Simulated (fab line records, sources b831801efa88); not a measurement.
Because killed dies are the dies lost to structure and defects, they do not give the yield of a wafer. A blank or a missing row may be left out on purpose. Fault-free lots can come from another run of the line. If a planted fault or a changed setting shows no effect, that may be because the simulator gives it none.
fab line records	flow sky130
[record] lots = 6	wafers = 18	last-day = 49
route steps=708 shown VIA4@651 METAL5@661 PAD_OPEN@708
lots that met no fault: taken from a fault-free run of the same line
start-h: start of the lot's first displayed wafer, in hours after the record's first day	wait-h: time in hours since the lot's previous step	" as in the row above	L1.1+2: one row covering several wafers at once	- no value, or no start given	* or withheld: withheld	< > ~ a bound
route shown NAME@n: a module of which the file shows steps, and the number in the route of the first	usual: the fault-free wafers' mean and standard deviation	same: alike in all rows	chamber/n: place in a boat	sites: per-site readings	_std_site: the values' standard deviation	_edge_site: outer sites' mean less inner sites'	radius-mm: how far each site lies from the wafer's centre	mask NAME#n: copy n	behind: the tool/chamber that last shaped the wafer	hold: why the lot was held/for how many hours/how that ended	device: which transistor (n, p or np) failed to switch	end of line: the same wafers' tests at the end of the route	a step given without rows: its recipe and nothing more	killed: the dies lost at the first sort to structure and to defects; this is not the yield of the wafer	map: shows each die of a wafer: x if killed, . if not, _ if none is there
set.NAME: the setting the step ran with; set.NAME@STEP: the setting that earlier step ran with	model.NAME: the simulator's own value behind a step, which no gauge read
lots at some steps of the route; a table a step, a row a wafer
services: the hour from which a tool's chamber was out of use, counted from the record's first day as start-h (under 0 if before that day), plus the number of hours and why
[[steps]]
[step SKY_VIA4_ETCH_12]
[recipe] target = SiO2	chemistry = C4F8/O2/Ar	stop-on = TiN	mask-material = NOVOLAK	source-w = 1500	bias-w = 1200	pressure-mtorr = 40	c4f8-flow-sccm = withheld	O2_flow_sccm = 6	Ar_flow_sccm = 300	time-s = withheld	target-depth-a = 5800
[step SKY_VIA4_STRIP_13]
[recipe] chemistry = O2/N2	power-w = 1400	pressure-mtorr = 1500	platen-temp-c = withheld	o2-flow-sccm = 3000	n2-flow-sccm = 300	overash-fraction = 0.5
[usual] drypump-motor-current-A = 6.12/0.28	oes-product-au = 0.710/0.0042	strip-time-to-endpoint-s = 12.799/0.029
lot.wafer	tool	chamber	start-h	wait-h	drypump-motor-current-A	oes-product-au	rf-hours-counter-h	strip-time-to-endpoint-s
L100.3	plasma-asher-01	1	1064.77	-	6.36	0.717	-	12.775
L100.5	"	1	"	"	6.38	0.715	-	12.771
L100.6	"	0	"	"	6.01	0.705	-	12.828
L101.1	plasma-asher-04	0	1069.58	-	5.76	0.709	65	12.754
L101.3	"	0	"	"	5.78	0.710	-	12.810
L101.4	"	1	"	"	5.89	0.708	-	12.798
L104.1	plasma-asher-01	1	1097.04	-	6.39	0.710	99	12.782
L104.2	"	0	"	"	6.08	0.714	99	12.813
L104.3	"	1	"	"	6.36	0.712	-	12.817
L106.2	plasma-asher-01	0	1098.49	-	6.00	0.710	99	12.754
L106.4	"	1	"	"	6.38	0.709	-	12.829
L106.5	"	0	"	"	6.03	0.705	-	12.789
L105.1	plasma-asher-04	1	1102.04	-	5.88	0.707	69	12.783
L105.2	"	0	"	"	5.77	0.713	69	12.775
L105.4	"	0	"	"	5.76	0.703	-	12.838
L109.2	plasma-asher-04	1	1116.49	-	5.88	0.711	70	12.788
L109.4	"	1	"	"	5.90	0.710	-	12.781
L109.5	"	0	"	"	5.74	0.707	-	12.794
[step SKY_VIA4_STRIP_14]
[recipe] chemistry = post-etch-residue-remover	time-s = 1200	temp-c = 72.5
[step SKY_VIA4_CLEAN_15]
[recipe] chemistry = IPA	time-s = 180	temp-c = 25
[step SKY_VIA4_CLEAN_16]
[recipe] chemistry = O3/DIW	dry = n2-spin
[step SKY_VIA4_SPUTTER_17]
[recipe] material = TiN	target-thk-nm = 20	chamber-pressure-pa = 5	power-w = 4000	time-s = 80
[usual] chamber-pressure-pa = 5.000/0.0093	throttle-valve-pct = 30.0/0.7
lot.wafer	tool	chamber	start-h	wait-h	chamber-pressure-pa	throttle-valve-pct
L100.3	pvd-sputter-03	-	1065.33	0.0	5.006	29.3
L100.5	"	-	"	"	4.997	29.4
L100.6	"	-	"	"	4.985	29.3
L101.1	pvd-sputter-03	-	1070.17	0.0	4.997	29.3
L101.3	"	-	"	"	5.020	29.2
L101.4	"	-	"	"	5.011	31.0
L104.1	pvd-sputter-03	-	1097.64	0.0	4.996	29.3
L104.2	"	-	"	"	5.001	30.6
L104.3	"	-	"	"	4.996	29.7
L106.2	pvd-sputter-03	-	1099.08	0.0	4.992	29.6
L106.4	"	-	"	"	4.987	29.5
L106.5	"	-	"	"	5.000	29.3
L105.1	pvd-sputter-04	-	1102.63	0.0	5.010	29.9
L105.2	"	-	"	"	5.004	29.4
L105.4	"	-	"	"	5.002	30.4
L109.2	pvd-sputter-04	-	1117.08	0.0	5.001	30.7
L109.4	"	-	"	"	4.985	30.1
L109.5	"	-	"	"	5.019	30.5
[step SKY_VIA4_CVD_18]
[recipe] material = W	target-thk-nm = 505	time-s = 152.14	temp-c = 400	pressure-torr = 40
[step SKY_VIA4_RS_MEAS_19]
[recipe] thk-meas-gauge = four-point-probe	reads = W_of_VIA4_CVD_18+TiN_of_VIA4_SPUTTER_17
[usual] VIA4_W_RS = 0.2277/0.0024
lot.wafer	tool	chamber	start-h	wait-h	VIA4_W_RS[ohm/sq]
L100.3	film-metro-04	-	1065.58	0.1	0.2279
L100.5	"	-	"	"	0.2241
L100.6	"	-	"	"	0.2275
L101.1	film-metro-04	-	1070.54	0.3	0.2263
L101.3	"	-	"	"	0.2252
L101.4	"	-	"	"	0.2260
L104.1	film-metro-03	-	1097.85	0.1	0.2275
L104.2	"	-	"	"	0.2294
L104.3	"	-	"	"	0.2295
L106.2	film-metro-03	-	1099.31	0.1	0.2259
L106.4	"	-	"	"	0.2266
L106.5	"	-	"	"	0.2284
L105.1	film-metro-01	-	1102.84	0.1	0.2361
L105.2	"	-	"	"	0.2283
L105.4	"	-	"	"	0.2290
L109.2	film-metro-04	-	1117.31	0.1	0.2306
L109.4	"	-	"	"	0.2265
L109.5	"	-	"	"	0.2291
[step SKY_VIA4_THK_MEAS_20]
[recipe] thk-meas-gauge = xrf	reads = W_of_VIA4_CVD_18
[usual] VIA4_W_THK = 511/6.3
lot.wafer	tool	chamber	start-h	wait-h	VIA4_W_THK[nm]
L100.3	film-metro-04	-	1065.68	0.1	510
L100.5	"	-	"	"	517
L100.6	"	-	"	"	510
L101.1	film-metro-04	-	1070.66	0.1	512
L101.3	"	-	"	"	515
L101.4	"	-	"	"	512
L104.1	film-metro-03	-	1097.97	0.1	507
L104.2	"	-	"	"	508
L104.3	"	-	"	"	508
L106.2	film-metro-03	-	1099.42	0.1	514
L106.4	"	-	"	"	512
L106.5	"	-	"	"	505
L105.1	film-metro-01	-	1102.96	0.1	491
L105.2	"	-	"	"	502
L105.4	"	-	"	"	505
L109.2	film-metro-04	-	1117.42	0.1	502
L109.4	"	-	"	"	510
L109.5	"	-	"	"	501
[step SKY_VIA4_CMP_21]
[recipe] stop-on = SiO2	t-overpolish-s = 25	down-force-psi = 3.5	platen-rpm = 61.22	target-thk-nm = 0	pad-velocity-m-s = 0.94248
[step SKY_METAL5_SPUTTER_00]
[recipe] material = Ti	target-thk-nm = 15	power-w = 3000	time-s = 10	chamber-pressure-pa = 0.4
[usual] chamber-pressure-pa = 0.4000/0.00068	throttle-valve-pct = 30.6/1.1
lot.wafer	tool	chamber	start-h	wait-h	chamber-pressure-pa	throttle-valve-pct
L100.3	pvd-sputter-01	-	1066.02	0.2	0.3996	28.9
L100.5	"	-	"	"	0.4011	28.9
L100.6	"	-	"	"	0.4005	30.8
L101.1	pvd-sputter-02	-	1071.02	0.2	0.3996	30.9
L101.3	"	-	"	"	0.3998	31.9
L101.4	"	-	"	"	0.3999	29.0
L104.1	pvd-sputter-02	-	1098.43	0.1	0.4004	31.9
L104.2	"	-	"	"	0.3992	30.9
L104.3	"	-	"	"	0.4002	29.0
L106.2	pvd-sputter-01	-	1099.77	0.1	0.4016	30.4
L106.4	"	-	"	"	0.4000	30.9
L106.5	"	-	"	"	0.4007	30.5
L105.1	pvd-sputter-01	-	1103.32	0.1	0.3984	30.9
L105.2	"	-	"	"	0.4008	30.5
L105.4	"	-	"	"	0.4002	29.2
L109.2	pvd-sputter-02	-	1117.77	0.1	0.3999	30.8
L109.4	"	-	"	"	0.4008	32.1
L109.5	"	-	"	"	0.4011	31.8
[step SKY_METAL5_SPUTTER_01]
[recipe] material = TiN	target-thk-nm = 20	power-w = 6500	time-s = 16.7	chamber-pressure-pa = 0.4
[step SKY_METAL5_SPUTTER_02]
[recipe] material = AlCu	target-thk-nm = 1150	power-w = 10600	time-s = 61.2	chamber-pressure-pa = 0.4
[usual] chamber-pressure-pa = 0.3999/0.0008	throttle-valve-pct = 30.6/1.1
lot.wafer	tool	chamber	start-h	wait-h	chamber-pressure-pa	throttle-valve-pct
L100.3	pvd-sputter-01	-	1066.07	0.0	0.3980	28.8
L100.5	"	-	"	"	0.4004	29.2
L100.6	"	-	"	"	0.4004	30.8
L101.1	pvd-sputter-02	-	1071.07	0.0	0.3979	30.7
L101.3	"	-	"	"	0.3991	31.5
L101.4	"	-	"	"	0.4001	29.1
L104.1	pvd-sputter-02	-	1098.48	0.0	0.4007	31.9
L104.2	"	-	"	"	0.4004	31.0
L104.3	"	-	"	"	0.4006	29.0
L106.2	pvd-sputter-01	-	1099.82	0.0	0.4320	29.3
L106.4	"	-	"	"	0.4329	29.8
L106.5	"	-	"	"	0.4329	29.5
L105.1	pvd-sputter-01	-	1103.37	0.0	0.4305	29.6
L105.2	"	-	"	"	0.4311	29.5
L105.4	"	-	"	"	0.4314	27.8
L109.2	pvd-sputter-02	-	1117.82	0.0	0.4002	31.0
L109.4	"	-	"	"	0.3987	31.7
L109.5	"	-	"	"	0.4008	32.0
[step SKY_METAL5_SPUTTER_03]
[recipe] material = Ti	target-thk-nm = 5	power-w = 3000	time-s = 3.3	chamber-pressure-pa = 0.4
[step SKY_METAL5_SPUTTER_04]
[recipe] material = TiN	target-thk-nm = 70	power-w = 6500	time-s = 58.3	chamber-pressure-pa = 0.4
[step SKY_METAL5_RS_MEAS_05]
[recipe] thk-meas-gauge = four-point-probe	reads = TiN_of_METAL5_SPUTTER_04+Ti_of_METAL5_SPUTTER_03+AlCu_of_METAL5_SPUTTER_02+TiN_of_METAL5_SPUTTER_01+Ti_of_METAL5_SPUTTER_00
[usual] METAL5_ALCU_RS = 0.0271/0.00035
lot.wafer	tool	chamber	start-h	wait-h	METAL5_ALCU_RS[ohm/sq]
L100.3	film-metro-04	-	1066.23	0.1	0.0274
L100.5	"	-	"	"	0.0274
L100.6	"	-	"	"	0.0273
L101.1	film-metro-03	-	1071.18	0.0	0.0267
L101.3	"	-	"	"	0.0265
L101.4	"	-	"	"	0.0268
L104.1	film-metro-04	-	1098.59	0.0	0.0272
L104.2	"	-	"	"	0.0268
L104.3	"	-	"	"	0.0272
L106.2	film-metro-04	-	1099.96	0.0	0.0276
L106.4	"	-	"	"	0.0280
L106.5	"	-	"	"	0.0276
L105.1	film-metro-02	-	1103.49	0.0	0.0279
L105.2	"	-	"	"	0.0278
L105.4	"	-	"	"	0.0278
L109.2	film-metro-02	-	1117.96	0.0	0.0265
L109.4	"	-	"	"	0.0270
L109.5	"	-	"	"	0.0270
[step SKY_METAL5_THK_MEAS_06]
[recipe] thk-meas-gauge = xrf	reads = AlCu_of_METAL5_SPUTTER_02
[usual] METAL5_ALCU_THK = 1130/16
lot.wafer	tool	chamber	start-h	wait-h	METAL5_ALCU_THK[nm]
L100.3	film-metro-04	-	1066.33	0.1	1116
L100.5	"	-	"	"	1112
L100.6	"	-	"	"	1116
L101.1	film-metro-03	-	1071.30	0.1	1153
L101.3	"	-	"	"	1155
L101.4	"	-	"	"	1145
L104.1	film-metro-04	-	1098.71	0.1	1114
L104.2	"	-	"	"	1136
L104.3	"	-	"	"	1114
L106.2	film-metro-04	-	1100.07	0.1	1112
L106.4	"	-	"	"	1091
L106.5	"	-	"	"	1112
L105.1	film-metro-02	-	1103.61	0.1	1098
L105.2	"	-	"	"	1099
L105.4	"	-	"	"	1100
L109.2	film-metro-02	-	1118.07	0.1	1147
L109.4	"	-	"	"	1128
L109.5	"	-	"	"	1125
[step SKY_METAL5_DEHYDRATE_07]
[recipe] temp-c = 200	time-s = 60
[step SKY_METAL5_HMDS_08]
[recipe] prime-time-s = 60	prime-temp-c = 120
[step SKY_METAL5_COAT_09]
[recipe] resist = NOVOLAK	spin-rpm = 3000	resist-thk-nm = 1800
[step SKY_METAL5_SOFTBAKE_10]
[recipe] temp-c = 90	time-s = 60	resist = NOVOLAK
[step SKY_METAL5_EXPOSE_11]
[recipe] mask-id = MM5	na = 0.6	source-shape = conventional	sigma-outer = 0.6	polarization = unpolarized	target-cd-nm = 1600	dose-mj = 190
[step SKY_METAL5_PEB_12]
[recipe] temp-c = withheld	time-s = *	resist = NOVOLAK
[step SKY_METAL5_DEVELOP_13]
[recipe] resist = NOVOLAK	developer = TMAH	develop-time-s = 60	dev-temp-c = 23
[step SKY_METAL5_DESCUM_14]
[recipe] chemistry = O2	source-power-w = 150	bias-power-w = 0	pressure-mtorr = 10	temp-c = 40	time-s = 11
[usual] drypump-motor-current-A = 5.97/0.21	oes-product-au = 0.998/0.01
lot.wafer	tool	chamber	start-h	wait-h	drypump-motor-current-A	oes-product-au	rf-hours-counter-h
L100.3	rie-metal-04	0	1086.78	0.1	6.37	1.006	-
L100.5	"	0	"	"	6.37	1.004	-
L100.6	"	1	"	"	5.98	0.993	-
L101.1	rie-metal-02	1	1091.07	0.1	5.69	0.998	14
L101.3	"	0	"	"	5.92	0.986	-
L101.4	"	1	"	"	5.70	0.996	-
L104.1	rie-metal-03	0	1118.78	0.1	5.92	0.991	22
L104.2	"	1	"	"	5.87	0.982	27
L104.3	"	0	"	"	5.92	0.990	-
L106.2	rie-metal-04	0	1119.78	0.1	6.36	1.003	7
L106.4	"	1	"	"	5.97	1.015	-
L106.5	"	1	"	"	5.99	1.007	-
L105.1	rie-metal-03	0	1122.82	0.1	5.90	0.989	23
L105.2	"	1	"	"	5.87	0.978	27
L105.4	"	1	"	"	5.86	0.985	-
L109.2	rie-metal-02	1	1137.11	0.1	5.71	1.003	17
L109.4	"	0	"	"	5.90	0.988	-
L109.5	"	0	"	"	5.89	0.990	-
[step SKY_METAL5_METAL_ETCH_15]
[recipe] target-depth-a = 12600	stop-on = SiO2	over-etch-frac = 0.2	time-s = 252	chemistry = Cl2/BCl3	resist-sidewall-deg = 86	pressure-mtorr = 10	icp-w = 900	bias-w = 48.5	Cl2_flow_sccm = 60	bcl3-flow-sccm = 30
[usual] bias-w = 48.49/0.14	drypump-motor-current-A = 5.97/0.21	oes-product-au = 0.893/0.0053	throttle-valve-pct = 22.265/0.0081
lot.wafer	tool	chamber	start-h	wait-h	bias-w	drypump-motor-current-A	oes-product-au	rf-hours-counter-h	throttle-valve-pct	model.METAL5.feature-depth-nm	model.etch.depth-nm
L100.3	rie-metal-04	0	1086.88	0.1	48.39	6.38	0.895	-	22.262	1264	1264
L100.5	"	0	"	"	48.49	6.38	0.893	-	22.267	1264	1264
L100.6	"	1	"	"	48.47	5.98	0.888	-	22.278	1269	1269
L101.1	rie-metal-02	1	1091.10	0.0	48.43	5.69	0.899	14	22.280	1265	1265
L101.3	"	0	"	"	48.38	5.89	0.889	-	22.270	1252	1252
L101.4	"	1	"	"	48.44	5.71	0.893	-	22.253	1262	1262
L104.1	rie-metal-03	0	1118.81	0.0	48.36	5.90	0.893	22	22.258	1252	1252
L104.2	"	1	"	"	48.48	5.83	0.896	27	22.251	1255	1255
L104.3	"	0	"	"	48.62	5.89	0.881	-	22.265	1256	1256
L106.2	rie-metal-04	0	1119.81	0.0	48.42	6.36	0.907	7	22.268	1263	1263
L106.4	"	1	"	"	48.46	6.01	0.887	-	22.265	1244	1244
L106.5	"	1	"	"	48.41	5.97	0.897	-	22.263	1262	1262
L105.1	rie-metal-03	0	1122.85	0.0	48.40	5.92	0.886	23	22.266	1249	1249
L105.2	"	1	"	"	48.40	5.86	0.885	27	22.264	1250	1250
L105.4	"	1	"	"	48.51	5.90	0.894	-	22.279	1254	1254
L109.2	rie-metal-02	1	1137.15	0.0	48.27	5.69	0.904	17	22.260	1264	1264
L109.4	"	0	"	"	48.61	5.92	0.887	-	22.265	1260	1260
L109.5	"	0	"	"	48.60	5.90	0.895	-	22.244	1259	1259
[step SKY_METAL5_STRIP_16]
[recipe] chemistry = O2/N2	power-w = 1400	pressure-mtorr = 1500	platen-temp-c = withheld	o2-flow-sccm = 3000	n2-flow-sccm = 300	overash-fraction = 0.5
[usual] drypump-motor-current-A = 6.27/0.21	oes-product-au = 0.711/0.0046	strip-time-to-endpoint-s = 13.10/0.16
lot.wafer	tool	chamber	start-h	wait-h	drypump-motor-current-A	oes-product-au	rf-hours-counter-h	strip-time-to-endpoint-s
L100.3	plasma-asher-01	0	1087.07	0.1	6.01	0.713	-	13.03
L100.5	"	0	"	"	6.05	0.709	-	12.94
L100.6	"	1	"	"	6.38	0.707	-	13.02
L101.1	plasma-asher-01	1	1091.33	0.2	6.37	0.710	98	13.23
L101.3	"	0	"	"	6.04	0.704	-	13.31
L101.4	"	1	"	"	6.38	0.712	-	13.24
L104.1	plasma-asher-01	1	1119.05	0.2	6.37	0.716	101	13.23
L104.2	"	0	"	"	6.02	0.704	101	13.38
L104.3	"	1	"	"	6.38	0.708	-	13.21
L106.2	plasma-asher-03	0	1120.05	0.2	6.18	0.703	6	12.87
L106.4	"	1	"	"	6.27	0.715	-	12.88
L106.5	"	1	"	"	6.25	0.708	-	12.91
L105.1	plasma-asher-03	1	1123.08	0.2	6.27	0.715	6	13.17
L105.2	"	0	"	"	6.20	0.715	6	13.24
L105.4	"	1	"	"	6.31	0.715	-	13.17
L109.2	plasma-asher-02	1	1137.38	0.2	6.09	0.701	37	13.14
L109.4	"	1	"	"	6.11	0.713	-	13.25
L109.5	"	0	"	"	6.70	0.710	-	13.26
[step SKY_PAD_OPEN_PROBE_99]
[usual] defect-limited-yield = 82.7/1.7	killed_at_M0_to_M3 = 44/7.1	killed_at_M4_up = 3.3/1.8	killed-at-contacts = 23/5.5	killed-at-front-end = 15/4.5	killed-at-other = 0.2/0.48	killed-dies = 85/8.4	killed-open = 46/6.6	killed-short = 39/6.1	sort_bin_3_pad_short = 0.9/0.36	sort_bin_5_function = 10.3/1.4	sort_bin_6_memory = 6.2/1	sort-n-pass = 407/8.4	sort-yield-pct = 82.7/1.7
[same] gross-dies = 492	killed-at-back-side = 0	sort_bin_4_leakage[%] = 0	sort_bin_8_speed[%] = 0
lot.wafer	tool	chamber	start-h	wait-h	defect-limited-yield[%]	killed_at_M0_to_M3	killed_at_M4_up	killed-at-contacts	killed-at-front-end	killed-at-other	killed-dies	killed-open	killed-short	sort_bin_3_pad_short[%]	sort_bin_5_function[%]	sort_bin_6_memory[%]	sort-n-pass	sort-yield-pct[%]
L100.3	prober-02	-	1129.92	0.2	83.1	41	2	25	15	0	83	50	33	1.0	11.2	4.7	409	83.1
L100.5	prober-02	-	1130.02	0.2	82.9	35	3	24	22	0	84	48	36	0.6	11.6	4.9	408	82.9
L100.6	prober-02	-	1130.07	0.2	84.6	35	3	23	15	0	76	46	30	0.8	10.2	4.5	416	84.6
L101.1	prober-01	-	1134.54	0.1	82.9	39	2	18	24	1	84	35	49	0.8	8.3	7.9	408	82.9
L101.3	prober-01	-	1134.64	0.2	82.7	46	4	24	11	0	85	51	34	0.8	9.1	7.3	407	82.7
L101.4	prober-01	-	1134.69	0.2	82.9	46	3	21	14	0	84	48	36	1.0	10.4	5.7	408	82.9
L104.1	prober-02	-	1159.80	0.1	82.3	47	4	25	11	0	87	41	46	1.0	9.6	7.1	405	82.3
L104.2	prober-02	-	1159.85	0.1	86.8	28	5	19	13	0	65	39	26	0.4	8.5	4.3	427	86.8
L104.3	prober-02	-	1159.90	0.2	81.9	46	2	23	18	0	89	47	42	0.6	9.8	7.7	403	81.9
L106.2	prober-01	-	1159.94	0.1	82.5	47	1	29	9	0	86	46	40	0.8	11.4	5.3	406	82.5
L106.4	prober-01	-	1160.04	0.2	82.7	58	3	16	8	0	85	48	37	0.8	11.6	4.9	407	82.7
L106.5	prober-01	-	1160.09	0.2	82.7	45	0	30	10	0	85	55	30	0.8	11.4	5.1	407	82.7
L105.1	prober-02	-	1164.01	0.1	87.0	24	3	27	8	2	64	39	24	1.4	6.9	4.7	428	87.0
L105.2	prober-02	-	1164.06	0.1	81.1	57	3	19	13	1	93	52	41	0.8	12.2	5.9	399	81.1
L105.4	prober-02	-	1164.16	0.2	83.9	51	3	16	9	0	79	38	40	0.6	9.1	6.3	413	83.9
L109.2	prober-01	-	1176.59	0.1	81.5	44	2	29	16	0	91	57	34	0.4	11.8	6.3	401	81.5
L109.4	prober-01	-	1176.69	0.2	82.3	46	3	20	18	0	87	50	37	0.8	11.4	5.5	405	82.3
L109.5	prober-01	-	1176.74	0.2	82.1	48	4	23	13	0	88	46	42	0.6	10.4	6.9	404	82.1
// killed by level:class
L100.3 CONTACT:geometric-particle:open=10 LI_CONTACT:geometric-particle:open=7 VIA2:geometric-particle:open=7 VIA1:geometric-particle:open=6 METAL2:geometric-particle:short=6 METAL1:geometric-particle:short=5 VIA3:geometric-particle:open=5 FIELD_ISO:geometric-particle:short=4
L100.5 POLY_GATE:geometric-particle:open=8 VIA1:geometric-particle:open=8 CONTACT:geometric-particle:open=8 VIA3:geometric-particle:open=7 LI_CONTACT:geometric-particle:open=6 LOCAL_INTERCONNECT:geometric-particle:short=5 VIA3:geometric-particle:short=4 SPACER:geometric-particle:short=4
L100.6 CONTACT:geometric-particle:open=10 VIA1:geometric-particle:open=8 VIA1:geometric-particle:short=7 LI_CONTACT:geometric-particle:open=6 LOCAL_INTERCONNECT:geometric-particle:short=5 POLY_GATE:geometric-particle:open=4 SPACER:geometric-particle:open=4 METAL1:geometric-particle:short=4
L101.1 METAL1:geometric-particle:short=8 FIELD_ISO:geometric-particle:short=7 VIA3:geometric-particle:open=7 FIELD_ISO:geometric-particle:open=6 LI_CONTACT:geometric-particle:open=6 LOCAL_INTERCONNECT:geometric-particle:short=6 POLY_GATE:geometric-particle:open=5 POLY_GATE:geometric-particle:short=5
L101.3 VIA1:geometric-particle:open=11 LI_CONTACT:geometric-particle:open=9 VIA3:geometric-particle:open=8 METAL1:geometric-particle:short=7 CONTACT:geometric-particle:short=6 VIA2:geometric-particle:open=6 POLY_GATE:geometric-particle:open=5 CONTACT:geometric-particle:open=5
L101.4 CONTACT:geometric-particle:open=8 VIA1:geometric-particle:open=8 VIA2:geometric-particle:open=8 METAL1:geometric-particle:short=5 VIA3:geometric-particle:open=5 POLY_GATE:geometric-particle:open=4 LI_CONTACT:geometric-particle:open=4 CONTACT:geometric-particle:short=4
L104.1 VIA3:geometric-particle:open=9 CONTACT:geometric-particle:short=8 CONTACT:geometric-particle:open=6 METAL1:geometric-particle:short=6 VIA2:geometric-particle:open=6 LOCAL_INTERCONNECT:geometric-particle:short=5 VIA1:geometric-particle:open=5 METAL2:geometric-particle:short=5
L104.2 VIA2:geometric-particle:open=7 LI_CONTACT:geometric-particle:open=6 CONTACT:geometric-particle:open=6 VIA3:geometric-particle:open=6 POLY_GATE:geometric-particle:short=5 CONTACT:geometric-particle:short=4 VIA1:geometric-particle:open=4 POLY_GATE:geometric-particle:open=3
L104.3 VIA1:geometric-particle:open=12 LI_CONTACT:geometric-particle:open=9 METAL1:geometric-particle:short=6 CONTACT:geometric-particle:open=6 FIELD_ISO:geometric-particle:short=5 CONTACT:geometric-particle:short=5 VIA2:geometric-particle:open=5 FIELD_ISO:geometric-particle:open=4
L106.2 CONTACT:geometric-particle:open=13 VIA1:geometric-particle:open=10 METAL1:geometric-particle:short=8 LOCAL_INTERCONNECT:geometric-particle:short=8 VIA2:geometric-particle:open=6 VIA3:geometric-particle:open=6 CONTACT:geometric-particle:short=4 LI_CONTACT:geometric-particle:open=3
L106.4 VIA1:geometric-particle:open=19 METAL1:geometric-particle:short=9 CONTACT:geometric-particle:open=7 VIA2:geometric-particle:open=7 VIA3:geometric-particle:open=5 VIA1:geometric-particle:short=5 LI_CONTACT:geometric-particle:short=4 LI_CONTACT:geometric-particle:open=4
L106.5 CONTACT:geometric-particle:open=13 VIA1:geometric-particle:open=12 VIA3:geometric-particle:open=8 LI_CONTACT:geometric-particle:open=7 METAL1:geometric-particle:short=5 LOCAL_INTERCONNECT:geometric-particle:short=5 VIA2:geometric-particle:open=5 VIA1:geometric-particle:short=5
L105.1 VIA1:geometric-particle:open=9 CONTACT:geometric-particle:open=8 LOCAL_INTERCONNECT:geometric-particle:short=7 LI_CONTACT:geometric-particle:open=6 VIA3:geometric-particle:open=4 FIELD_ISO:geometric-particle:short=3 POLY_GATE:geometric-particle:open=3 LI_CONTACT:geometric-particle:short=3
L105.2 VIA3:geometric-particle:open=12 VIA1:geometric-particle:open=11 CONTACT:geometric-particle:open=9 VIA1:geometric-particle:short=8 METAL2:geometric-particle:short=8 METAL1:geometric-particle:short=5 VIA2:geometric-particle:open=5 FIELD_ISO:geometric-particle:open=3
L105.4 VIA1:geometric-particle:open=10 VIA3:geometric-particle:open=8 METAL1:geometric-particle:short=7 VIA1:geometric-particle:short=6 VIA2:geometric-particle:open=6 POLY_GATE:geometric-particle:open=4 LI_CONTACT:geometric-particle:open=4 LOCAL_INTERCONNECT:geometric-particle:short=4
L109.2 CONTACT:geometric-particle:open=14 LI_CONTACT:geometric-particle:open=9 VIA1:geometric-particle:open=9 METAL2:geometric-particle:short=7 VIA1:geometric-particle:short=6 VIA2:geometric-particle:open=6 VIA3:geometric-particle:open=5 FIELD_ISO:geometric-particle:short=4
L109.4 VIA1:geometric-particle:open=11 VIA3:geometric-particle:open=9 CONTACT:geometric-particle:open=8 LI_CONTACT:geometric-particle:open=6 FIELD_ISO:geometric-particle:open=5 POLY_GATE:geometric-particle:short=5 VIA2:geometric-particle:open=5 METAL2:geometric-particle:short=5
L109.5 METAL1:geometric-particle:short=10 CONTACT:geometric-particle:open=9 VIA1:geometric-particle:open=9 VIA3:geometric-particle:open=8 METAL2:geometric-particle:short=6 LOCAL_INTERCONNECT:geometric-particle:short=6 VIA3:geometric-particle:short=4 FIELD_ISO:geometric-particle:short=3
[[services]]
tool	chamber	start-h	hours	kind
plasma-asher-01	-	1041.62	0.9	repair
plasma-asher-04	-	1042.08	2.2	repair
plasma-asher-02	-	1051.52	14.6	pm
plasma-asher-03	-	1055.26	9.0	pm
plasma-asher-03	0	1055.26	9.0	vent-cycle
plasma-asher-03	1	1055.26	9.0	vent-cycle
pvd-sputter-01	3	1056.59	-	consumable-replace:kit
pvd-sputter-01	3	1056.59	18.0	scheduled-down
pvd-sputter-01	3	1056.59	18.0	vent-cycle
rie-metal-02	-	1059.97	0.2	repair
pvd-sputter-04	2	1061.43	-	consumable-replace:kit
pvd-sputter-04	2	1061.43	18.0	scheduled-down
pvd-sputter-04	2	1061.43	18.0	vent-cycle
plasma-asher-03	-	1086.30	1.7	repair
pvd-sputter-03	1	1090.04	-	consumable-replace:kit
pvd-sputter-03	1	1090.04	18.0	scheduled-down
pvd-sputter-03	1	1090.04	18.0	vent-cycle
pvd-sputter-02	-	1090.04	1.3	repair
plasma-asher-04	-	1103.84	2.8	pm
pvd-sputter-01	-	1107.61	8.2	repair
pvd-sputter-02	0	1127.53	-	consumable-replace:kit
pvd-sputter-02	0	1127.53	18.0	scheduled-down
pvd-sputter-02	0	1127.53	18.0	vent-cycle
pvd-sputter-01	-	1136.47	5.7	repair
[[key]]
[first-sign] step = SKY_METAL5_SPUTTER_02	reading = chamber-pressure-pa	direction = up	sigmas = 40	usual = 0.3999	struck = 0.4318
[effect] step = SKY_METAL5_RS_MEAS_05	reading = METAL5_ALCU_RS	direction = up	sigmas = 2.1	usual = 0.0271	struck = 0.0278
[effect] step = SKY_METAL5_THK_MEAS_06	reading = METAL5_ALCU_THK	direction = down	sigmas = 1.8	usual = 1130	struck = 1102
[model-effect] step = SKY_METAL5_METAL_ETCH_15	value = METAL5.feature-depth-nm	without = 1263	struck = 1254
met-at SKY_METAL5_SPUTTER_02
struck-wafers L105.1,L105.2,L105.4,L106.2,L106.4,L106.5
onset-between 1066.07 1099.82
[fault] kind = process-parameter-drift	tool = pvd-sputter-01	chamber = -	onset-h = 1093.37	steps = SKY_METAL5_SPUTTER_02	channel = chamber-pressure-pa	offset = 0.031483	shape = step	end-h = 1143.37	acts-in = these-recipes-only	stated = 0.4
